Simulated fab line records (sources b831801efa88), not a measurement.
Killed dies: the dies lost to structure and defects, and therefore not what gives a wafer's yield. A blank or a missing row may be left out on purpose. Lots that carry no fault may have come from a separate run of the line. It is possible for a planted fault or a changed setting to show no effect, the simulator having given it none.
fab line records / flow sky130
record lots=6 wafers=18 lastDay=50
route steps=708 shown LOCAL_INTERCONNECT@404 CONTACT@406
lots with no fault: from the same line, run without faults
startH: hours from the record's opening day to when the first of the lot's shown wafers began / waitH: hours since the lot's step before / " as in the row above / L1.1+2: several wafers, shown together as one row / - no value, or no start was given / * or withheld: withheld / < > ~ a bound
route shown NAME@n: names a module that has steps shown in the file, with the first one's number in the route / usual: mean/standard deviation of fault-free wafers / same: alike in all rows / chamber/n: place in a boat / sites: each site's reading / _std_site: standard deviation of those values / _edge_site: outer sites' mean less inner sites' / radiusMm: for every site, how far away it sits from the centre of the wafer / mask NAME#n: copy n / behind: the last tool/chamber to shape the wafer / hold: why the lot was held/for how many hours/how that ended / device: the transistor (n, p or np) that didn't switch / end of line: tests of these same wafers at the route's end / step lacking rows: just its recipe / killed: count of dies lost to structure and defects at first sort (not the wafer's yield) / map: dies across one wafer; x = killed, . = not, _ = none there
set.NAME: setting as actually run; set.NAME@STEP: the setting as run at that earlier step / model.NAME: the simulator's own value behind a step, which no gauge read
a table for each step, a row for each wafer; lots at some steps of the route
services: a tool's chamber out of use, with start hour (startH, from the record's first day; less than 0 if before it), hours out, and reason
## steps
# step SKY_LOCAL_INTERCONNECT_CLEAN_17
# recipe chemistry=IPA timeS=180 tempC=25
# step SKY_LOCAL_INTERCONNECT_CLEAN_18
# recipe chemistry=O3/DIW dry=n2Spin
# step SKY_CONTACT_CVD_00
# recipe material=Si3N4 targetThkNm=75 tempC=400 timeS=withheld rfW=450
# usual heaterPowerW=738/75
lot.wafer=L941.1 tool=pecvd-01 chamber=2 startH=697.18 waitH=0.0 heaterPowerW=708
lot.wafer=L941.3 tool=pecvd-01 chamber=1 startH=697.18 waitH=0.0 heaterPowerW=692
lot.wafer=L941.6 tool=pecvd-01 chamber=2 startH=697.18 waitH=0.0 heaterPowerW=712
lot.wafer=L940.1 tool=pecvd-01 chamber=0 startH=699.64 waitH=0.0 heaterPowerW=666
lot.wafer=L940.4 tool=pecvd-01 chamber=1 startH=699.64 waitH=0.0 heaterPowerW=751
lot.wafer=L940.6 tool=pecvd-01 chamber=2 startH=699.64 waitH=0.0 heaterPowerW=707
lot.wafer=L943.4 tool=pecvd-01 chamber=2 startH=735.78 waitH=0.0 heaterPowerW=633
lot.wafer=L943.5 tool=pecvd-01 chamber=1 startH=735.78 waitH=0.0 heaterPowerW=781
lot.wafer=L943.6 tool=pecvd-01 chamber=0 startH=735.78 waitH=0.0 heaterPowerW=721
lot.wafer=L944.2 tool=pecvd-04 chamber=2 startH=743.19 waitH=0.0 heaterPowerW=717
lot.wafer=L944.4 tool=pecvd-04 chamber=2 startH=743.19 waitH=0.0 heaterPowerW=718
lot.wafer=L944.5 tool=pecvd-04 chamber=1 startH=743.19 waitH=0.0 heaterPowerW=849
lot.wafer=L960.2 tool=pecvd-02 chamber=2 startH=879.36 waitH=0.0 heaterPowerW=684
lot.wafer=L960.3 tool=pecvd-02 chamber=0 startH=879.36 waitH=0.0 heaterPowerW=653
lot.wafer=L960.6 tool=pecvd-02 chamber=2 startH=879.36 waitH=0.0 heaterPowerW=710
lot.wafer=L963.1 tool=pecvd-01 chamber=0 startH=882.79 waitH=0.0 heaterPowerW=644
lot.wafer=L963.4 tool=pecvd-01 chamber=0 startH=882.79 waitH=0.0 heaterPowerW=665
lot.wafer=L963.6 tool=pecvd-01 chamber=2 startH=882.79 waitH=0.0 heaterPowerW=788
# step SKY_CONTACT_THK_MEAS_01
# recipe reads=Si3N4_of_CONTACT_CVD_00
# usual CONTACT_CVD_00_THK=74.8/1.1
lot.wafer=L941.1 tool=filmMetro-04 chamber=- startH=697.21 waitH=- CONTACT_CVD_00_THK[nm]=75.3
lot.wafer=L941.3 tool=filmMetro-04 chamber=- startH=697.21 waitH=- CONTACT_CVD_00_THK[nm]=74.0
lot.wafer=L941.6 tool=filmMetro-04 chamber=- startH=697.21 waitH=- CONTACT_CVD_00_THK[nm]=77.2
lot.wafer=L940.1 tool=filmMetro-04 chamber=- startH=699.67 waitH=- CONTACT_CVD_00_THK[nm]=74.6
lot.wafer=L940.4 tool=filmMetro-04 chamber=- startH=699.67 waitH=- CONTACT_CVD_00_THK[nm]=75.8
lot.wafer=L940.6 tool=filmMetro-04 chamber=- startH=699.67 waitH=- CONTACT_CVD_00_THK[nm]=77.5
lot.wafer=L943.4 tool=filmMetro-04 chamber=- startH=735.83 waitH=- CONTACT_CVD_00_THK[nm]=74.5
lot.wafer=L943.5 tool=filmMetro-04 chamber=- startH=735.83 waitH=- CONTACT_CVD_00_THK[nm]=75.0
lot.wafer=L943.6 tool=filmMetro-04 chamber=- startH=735.83 waitH=- CONTACT_CVD_00_THK[nm]=75.1
lot.wafer=L944.2 tool=filmMetro-01 chamber=- startH=743.24 waitH=- CONTACT_CVD_00_THK[nm]=75.6
lot.wafer=L944.4 tool=filmMetro-01 chamber=- startH=743.24 waitH=- CONTACT_CVD_00_THK[nm]=75.8
lot.wafer=L944.5 tool=filmMetro-01 chamber=- startH=743.24 waitH=- CONTACT_CVD_00_THK[nm]=74.9
lot.wafer=L960.2 tool=filmMetro-01 chamber=- startH=879.41 waitH=- CONTACT_CVD_00_THK[nm]=73.2
lot.wafer=L960.3 tool=filmMetro-01 chamber=- startH=879.41 waitH=- CONTACT_CVD_00_THK[nm]=72.9
lot.wafer=L960.6 tool=filmMetro-01 chamber=- startH=879.41 waitH=- CONTACT_CVD_00_THK[nm]=74.2
lot.wafer=L963.1 tool=filmMetro-03 chamber=- startH=882.83 waitH=- CONTACT_CVD_00_THK[nm]=74.4
lot.wafer=L963.4 tool=filmMetro-03 chamber=- startH=882.83 waitH=- CONTACT_CVD_00_THK[nm]=76.3
lot.wafer=L963.6 tool=filmMetro-03 chamber=- startH=882.83 waitH=- CONTACT_CVD_00_THK[nm]=74.3
# step SKY_CONTACT_HDPCVD_02
# recipe material=SiO2 targetThkNm=565 sigmaOpenFrac=0.3 timeS=94.2 tempC=600 sih4FlowSccm=60 pressureMtorr=6
# step SKY_CONTACT_THK_MEAS_03
# recipe reads=SiO2_of_CONTACT_HDPCVD_02
# usual CONTACT_HDPCVD_THK=565/7
lot.wafer=L941.1 tool=filmMetro-01 chamber=- startH=697.34 waitH=0.0 CONTACT_HDPCVD_THK[nm]=559
lot.wafer=L941.3 tool=filmMetro-01 chamber=- startH=697.34 waitH=0.0 CONTACT_HDPCVD_THK[nm]=565
lot.wafer=L941.6 tool=filmMetro-01 chamber=- startH=697.34 waitH=0.0 CONTACT_HDPCVD_THK[nm]=556
lot.wafer=L940.1 tool=filmMetro-01 chamber=- startH=699.80 waitH=0.0 CONTACT_HDPCVD_THK[nm]=566
lot.wafer=L940.4 tool=filmMetro-01 chamber=- startH=699.80 waitH=0.0 CONTACT_HDPCVD_THK[nm]=559
lot.wafer=L940.6 tool=filmMetro-01 chamber=- startH=699.80 waitH=0.0 CONTACT_HDPCVD_THK[nm]=573
lot.wafer=L943.4 tool=filmMetro-01 chamber=- startH=735.96 waitH=0.0 CONTACT_HDPCVD_THK[nm]=572
lot.wafer=L943.5 tool=filmMetro-01 chamber=- startH=735.96 waitH=0.0 CONTACT_HDPCVD_THK[nm]=573
lot.wafer=L943.6 tool=filmMetro-01 chamber=- startH=735.96 waitH=0.0 CONTACT_HDPCVD_THK[nm]=572
lot.wafer=L944.2 tool=filmMetro-03 chamber=- startH=743.37 waitH=0.0 CONTACT_HDPCVD_THK[nm]=559
lot.wafer=L944.4 tool=filmMetro-03 chamber=- startH=743.37 waitH=0.0 CONTACT_HDPCVD_THK[nm]=557
lot.wafer=L944.5 tool=filmMetro-03 chamber=- startH=743.37 waitH=0.0 CONTACT_HDPCVD_THK[nm]=564
lot.wafer=L960.2 tool=filmMetro-03 chamber=- startH=879.54 waitH=0.0 CONTACT_HDPCVD_THK[nm]=575
lot.wafer=L960.3 tool=filmMetro-03 chamber=- startH=879.54 waitH=0.0 CONTACT_HDPCVD_THK[nm]=556
lot.wafer=L960.6 tool=filmMetro-03 chamber=- startH=879.54 waitH=0.0 CONTACT_HDPCVD_THK[nm]=564
lot.wafer=L963.1 tool=filmMetro-04 chamber=- startH=882.96 waitH=0.0 CONTACT_HDPCVD_THK[nm]=568
lot.wafer=L963.4 tool=filmMetro-04 chamber=- startH=882.96 waitH=0.0 CONTACT_HDPCVD_THK[nm]=580
lot.wafer=L963.6 tool=filmMetro-04 chamber=- startH=882.96 waitH=0.0 CONTACT_HDPCVD_THK[nm]=569
# step SKY_CONTACT_CMP_04
# recipe material=SiO2 downForcePsi=4 platenRpm=60 padVelocityMS=0.94248
# usual motorCurrentA=12.4/1.7 timeToEndpointS=83/5.3
lot.wafer=L941.3 tool=cmp-01 chamber=1 startH=697.40 waitH=0.0 motorCurrentA=11.6 timeToEndpointS=90
lot.wafer=L941.1 tool=cmp-01 chamber=3 startH=697.40 waitH=0.0 motorCurrentA=12.8 timeToEndpointS=83
lot.wafer=L941.6 tool=cmp-01 chamber=2 startH=697.40 waitH=0.0 motorCurrentA=11.0 timeToEndpointS=84
lot.wafer=L940.1 tool=cmp-02 chamber=0 startH=699.91 waitH=0.1 motorCurrentA=10.6 timeToEndpointS=85
lot.wafer=L940.4 tool=cmp-02 chamber=1 startH=699.91 waitH=0.1 motorCurrentA=9.6 timeToEndpointS=82
lot.wafer=L940.6 tool=cmp-02 chamber=0 startH=699.91 waitH=0.1 motorCurrentA=10.8 timeToEndpointS=91
lot.wafer=L943.4 tool=cmp-02 chamber=1 startH=735.99 waitH=0.0 motorCurrentA=9.0 timeToEndpointS=90
lot.wafer=L943.6 tool=cmp-02 chamber=1 startH=735.99 waitH=0.0 motorCurrentA=9.9 timeToEndpointS=88
lot.wafer=L943.5 tool=cmp-02 chamber=2 startH=735.99 waitH=0.0 motorCurrentA=12.2 timeToEndpointS=83
lot.wafer=L944.4 tool=cmp-02 chamber=2 startH=743.42 waitH=0.0 motorCurrentA=12.2 timeToEndpointS=80
lot.wafer=L944.2 tool=cmp-02 chamber=0 startH=743.42 waitH=0.0 motorCurrentA=10.7 timeToEndpointS=85
lot.wafer=L944.5 tool=cmp-02 chamber=2 startH=743.42 waitH=0.0 motorCurrentA=12.4 timeToEndpointS=78
lot.wafer=L960.2 tool=cmp-01 chamber=2 startH=879.63 waitH=0.1 motorCurrentA=10.6 timeToEndpointS=85
lot.wafer=L960.3 tool=cmp-01 chamber=0 startH=879.63 waitH=0.1 motorCurrentA=13.6 timeToEndpointS=77
lot.wafer=L960.6 tool=cmp-01 chamber=3 startH=879.63 waitH=0.1 motorCurrentA=13.0 timeToEndpointS=75
lot.wafer=L963.4 tool=cmp-01 chamber=0 startH=883.07 waitH=0.1 motorCurrentA=13.9 timeToEndpointS=83
lot.wafer=L963.1 tool=cmp-01 chamber=2 startH=883.07 waitH=0.1 motorCurrentA=11.4 timeToEndpointS=77
lot.wafer=L963.6 tool=cmp-01 chamber=0 startH=883.07 waitH=0.1 motorCurrentA=13.1 timeToEndpointS=84
# step SKY_CONTACT_BOW_MEAS_05
# recipe mode=bow
# usual CONTACT_BOW=81/7.3
lot.wafer=L941.1 tool=filmMetro-04 chamber=- startH=697.70 waitH=0.1 CONTACT_BOW[um]=88
lot.wafer=L941.3 tool=filmMetro-04 chamber=- startH=697.70 waitH=0.1 CONTACT_BOW[um]=93
lot.wafer=L941.6 tool=filmMetro-04 chamber=- startH=697.70 waitH=0.1 CONTACT_BOW[um]=81
lot.wafer=L940.1 tool=filmMetro-03 chamber=- startH=700.16 waitH=0.2 CONTACT_BOW[um]=73
lot.wafer=L940.4 tool=filmMetro-03 chamber=- startH=700.16 waitH=0.2 CONTACT_BOW[um]=81
lot.wafer=L940.6 tool=filmMetro-03 chamber=- startH=700.16 waitH=0.2 CONTACT_BOW[um]=74
lot.wafer=L943.4 tool=filmMetro-01 chamber=- startH=736.35 waitH=0.3 CONTACT_BOW[um]=79
lot.wafer=L943.5 tool=filmMetro-01 chamber=- startH=736.35 waitH=0.3 CONTACT_BOW[um]=91
lot.wafer=L943.6 tool=filmMetro-01 chamber=- startH=736.35 waitH=0.3 CONTACT_BOW[um]=95
lot.wafer=L944.2 tool=filmMetro-03 chamber=- startH=743.74 waitH=0.2 CONTACT_BOW[um]=82
lot.wafer=L944.4 tool=filmMetro-03 chamber=- startH=743.74 waitH=0.2 CONTACT_BOW[um]=90
lot.wafer=L944.5 tool=filmMetro-03 chamber=- startH=743.74 waitH=0.2 CONTACT_BOW[um]=77
lot.wafer=L960.2 tool=filmMetro-03 chamber=- startH=879.95 waitH=0.3 CONTACT_BOW[um]=65
lot.wafer=L960.3 tool=filmMetro-03 chamber=- startH=879.95 waitH=0.3 CONTACT_BOW[um]=88
lot.wafer=L960.6 tool=filmMetro-03 chamber=- startH=879.95 waitH=0.3 CONTACT_BOW[um]=68
lot.wafer=L963.1 tool=filmMetro-04 chamber=- startH=883.32 waitH=0.1 CONTACT_BOW[um]=72
lot.wafer=L963.4 tool=filmMetro-04 chamber=- startH=883.32 waitH=0.1 CONTACT_BOW[um]=79
lot.wafer=L963.6 tool=filmMetro-04 chamber=- startH=883.32 waitH=0.1 CONTACT_BOW[um]=72
# step SKY_CONTACT_DEHYDRATE_06
# recipe tempC=200 timeS=60
# step SKY_CONTACT_HMDS_07
# recipe primeTimeS=60 primeTempC=120
# step SKY_CONTACT_COAT_08
# recipe resist=BARC tempC=withheld timeS=withheld spinRpm=3000 resistThkNm=60
# step SKY_CONTACT_COAT_09
# recipe resist=KrF-thick spinRpm=3000 resistThkNm=450
# step SKY_CONTACT_SOFTBAKE_10
# recipe tempC=100 timeS=90 resist=KrF-thick
# usual heaterPowerTotalW=57.37/0.11 runLengthS=119.0/0.3
lot.wafer=L941.1 tool=lithoTrack-03 chamber=0 startH=711 waitH=- heaterPowerTotalW=57.28 runLengthS=118.7
lot.wafer=L941.3 tool=lithoTrack-03 chamber=0 startH=711 waitH=- heaterPowerTotalW=57.33 runLengthS=118.9
lot.wafer=L941.6 tool=lithoTrack-03 chamber=0 startH=711 waitH=- heaterPowerTotalW=57.31 runLengthS=118.7
lot.wafer=L940.1 tool=lithoTrack-02 chamber=0 startH=714 waitH=- heaterPowerTotalW=57.37 runLengthS=118.8
lot.wafer=L940.4 tool=lithoTrack-02 chamber=0 startH=714 waitH=- heaterPowerTotalW=57.30 runLengthS=119.0
lot.wafer=L940.6 tool=lithoTrack-02 chamber=0 startH=714 waitH=- heaterPowerTotalW=57.28 runLengthS=118.8
lot.wafer=L943.4 tool=lithoTrack-03 chamber=0 startH=749 waitH=- heaterPowerTotalW=70.88 runLengthS=75.6
lot.wafer=L943.5 tool=lithoTrack-03 chamber=0 startH=749 waitH=- heaterPowerTotalW=70.89 runLengthS=75.5
lot.wafer=L943.6 tool=lithoTrack-03 chamber=0 startH=749 waitH=- heaterPowerTotalW=71.39 runLengthS=75.5
lot.wafer=L944.2 tool=lithoTrack-03 chamber=0 startH=757 waitH=- heaterPowerTotalW=71.36 runLengthS=75.5
lot.wafer=L944.4 tool=lithoTrack-03 chamber=0 startH=757 waitH=- heaterPowerTotalW=71.08 runLengthS=75.5
lot.wafer=L944.5 tool=lithoTrack-03 chamber=0 startH=757 waitH=- heaterPowerTotalW=70.73 runLengthS=75.7
lot.wafer=L960.2 tool=lithoTrack-02 chamber=0 startH=892 waitH=- heaterPowerTotalW=57.19 runLengthS=118.8
lot.wafer=L960.3 tool=lithoTrack-02 chamber=0 startH=892 waitH=- heaterPowerTotalW=57.31 runLengthS=119.0
lot.wafer=L960.6 tool=lithoTrack-02 chamber=0 startH=892 waitH=- heaterPowerTotalW=57.31 runLengthS=118.8
lot.wafer=L963.1 tool=lithoTrack-01 chamber=0 startH=895 waitH=- heaterPowerTotalW=57.17 runLengthS=119.5
lot.wafer=L963.4 tool=lithoTrack-01 chamber=0 startH=895 waitH=- heaterPowerTotalW=57.42 runLengthS=119.3
lot.wafer=L963.6 tool=lithoTrack-01 chamber=0 startH=895 waitH=- heaterPowerTotalW=57.47 runLengthS=119.4
# step SKY_CONTACT_EXPOSE_11
# recipe maskId=CTM1 na=0.8 sourceShape=annular sigmaInner=0.55 sigmaOuter=0.85 targetCdNm=170 doseMj=38
## services
tool=cmp-01 chamber=- startH=676.99 hours=0.8 kind=repair
tool=cmp-01 chamber=- startH=683.09 hours=5.9 kind=repair
tool=pecvd-01 chamber=- startH=688.83 hours=5.5 kind=pm
tool=pecvd-02 chamber=0 startH=704.74 hours=3.8 kind=repair
tool=pecvd-01 chamber=0 startH=708.20 hours=- kind=calibration
tool=cmp-02 chamber=- startH=719.46 hours=2.6 kind=repair
tool=cmp-01 chamber=- startH=738.47 hours=2.0 kind=repair
tool=pecvd-02 chamber=1 startH=739.82 hours=7.6 kind=repair
tool=pecvd-04 chamber=- startH=741.43 hours=0.7 kind=repair
tool=cmp-01 chamber=- startH=753.95 hours=0.7 kind=repair
tool=cmp-01 chamber=- startH=759.44 hours=4.0 kind=pm
tool=cmp-01 chamber=- startH=763.44 hours=- kind=consumableReplace:conditioner
tool=cmp-01 chamber=- startH=763.44 hours=- kind=consumableReplace:pad
tool=cmp-01 chamber=- startH=768.78 hours=6.8 kind=pm
tool=pecvd-01 chamber=2 startH=810.79 hours=2.1 kind=scheduledDown
tool=cmp-01 chamber=- startH=830.07 hours=1.5 kind=repair
tool=cmp-02 chamber=- startH=843.07 hours=4.3 kind=repair
tool=pecvd-01 chamber=- startH=846.38 hours=0.6 kind=repair
tool=cmp-02 chamber=- startH=861.57 hours=3.0 kind=pm
tool=pecvd-04 chamber=- startH=865.14 hours=0.4 kind=repair
tool=cmp-01 chamber=- startH=879.41 hours=0.2 kind=repair
tool=cmp-01 chamber=- startH=881.21 hours=0.3 kind=repair
tool=pecvd-01 chamber=1 startH=889.44 hours=13.9 kind=repair
tool=cmp-01 chamber=- startH=891.57 hours=0.3 kind=repair
## key
firstSign step=SKY_CONTACT_SOFTBAKE_10 reading=runLengthS direction=down sigmas=99+ usual=* struck=*
effect step=SKY_CONTACT_SOFTBAKE_10 reading=heaterPowerTotalW direction=up sigmas=99+ usual=* struck=*
metAt SKY_CONTACT_SOFTBAKE_10
struckWafers L943.4,L943.5,L943.6,L944.2,L944.4,L944.5
sortLeftOut L943.4,L943.5,L943.6
testerLeftOut L943,L944
onsetBetween 711 749
fault kind=processParameterDrift tool=lithoTrack-03 chamber=- onsetH=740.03 steps=SKY_CONTACT_SOFTBAKE_10 channel=timeS offset=* shape=step endH=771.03 actsIn=* stated=*
# testerLeftOut: of these lots the tester's yield and bins aren't shown, on N5 and GAA mostly nor the transistor test; their killed dies are dies lost to structure and defects alone, not to doping, threshold or leakage, so they don't give the yield
# sortLeftOut: the simulated sort isn't trusted on such a fault, so these wafers' sort isn't shown, and their yield isn't known
